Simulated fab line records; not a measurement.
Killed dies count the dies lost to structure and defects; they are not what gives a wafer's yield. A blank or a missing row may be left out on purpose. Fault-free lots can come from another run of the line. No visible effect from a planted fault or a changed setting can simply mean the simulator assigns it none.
Problem report in the 8D (eight disciplines) form, filled by code || flow sky130 || the parts of the form that need people (team, actions taken, sign-off) are left out

## 1. WHAT IS WRONG
Wafers free of any fault read 10.27 nm (standard deviation 0.2) for GATE_OXIDE_OXIDATION_00_THK at SKY_GATE_OXIDE_THK_MEAS_02, against a mean of 12.40 nm on 9 wafers of 3 lots. That is +11 standard deviations from the usual mean.
First observed at day 13 10:47: wafer L507.2, on filmMetro-01. At this step, 45 wafers from 15 lots have a number in the record. Rule for "out" (also "out of limits"): further than 4 standard deviations from the usual mean. The rest of the wafers with a number are treated as sound.

## 2. WHAT THIS IS AND IS NOT
{"question": "which readings at this step", "is": "GATE_OXIDE_OXIDATION_00_THK", "is not": "-"}
{"question": "which lots", "is": "L507, L508, L509", "is not": "L504, L505, L506, L517, L518, L519, L520, L521, L522, L524, L525, L526"}
{"question": "which wafers of those lots", "is": "all that have a number", "is not": "-"}
{"question": "read on which gauges", "is": "filmMetro-01, filmMetro-04", "is not": "filmMetro-02"}
{"question": "when", "is": "from day 13 10:47", "is not": "up to then (9 sound wafers); but 27 sound wafers of L517, L518, L519, L520, L521, L522, L524, L525, L526 came after"}

## 3. WHAT RULES OUT EACH SUSPECT
Counting: a tool at any process step up to the reading remains a suspect when it ran all the lots that are out and ran no sound lot after the first of those.
- the gauge at SKY_GATE_OXIDE_THK_MEAS_02 is ruled out. 2 gauges (filmMetro-01, filmMetro-04) read the wafers that are out.
- furnace-02 at SKY_GATE_OXIDE_OXIDATION_01 (stabilise 600 s, purge 300 s, target thk 10.268 nm): ruled out as a lasting fault. Following L507 (day 13 09:22), the first lot on it that is out, the sound lots L518, L519, L524 were run on it.
Left after counting: nothing in the record.

## 4. THE CAUSE (what the simulator had put in)
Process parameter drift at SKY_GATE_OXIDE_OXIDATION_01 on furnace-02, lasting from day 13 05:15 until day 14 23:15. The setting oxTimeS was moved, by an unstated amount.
Counting ruled it out, wrongly: the rule takes a fault to strike every lot that its tool runs from its start on, and this one did not.

## 5. THE CHAIN OF EFFECTS, in route order
Each row: a reading whose mean over the struck wafers that have a number lies more than 3 standard deviations from the usual. Scope: only readings with a usual standard deviation given in the record; hours: median across lots of the time from each lot's start at the first step in this table that gives one to its start at this step; sigmas: change in usual standard deviations.
{"hours": 0, "step": "SKY_GATE_OXIDE_THK_MEAS_02", "reading": "GATE_OXIDE_OXIDATION_00_THK", "usual": "10.27 nm", "on struck wafers": 12.40, "change": "+2.13", "sigmas": "+11"}
At these later measuring or inspecting steps, every struck wafer for which the step has a row has a number for every such reading, and none has moved that far: SKY_POLY_GATE_CD_MEAS_13.

## 6. HOW IT WOULD HAVE BEEN CAUGHT EARLIER
Counted from the fault's start at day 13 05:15, it took 6 hours until the first out-of-limits reading at a measuring or inspecting step in this record, taken at day 13 10:47.
An alarm limit of 4 standard deviations would not have fired on the tool readings at SKY_GATE_OXIDE_OXIDATION_01 for which the record gives a usual standard deviation, since none of them was out on any struck wafer.
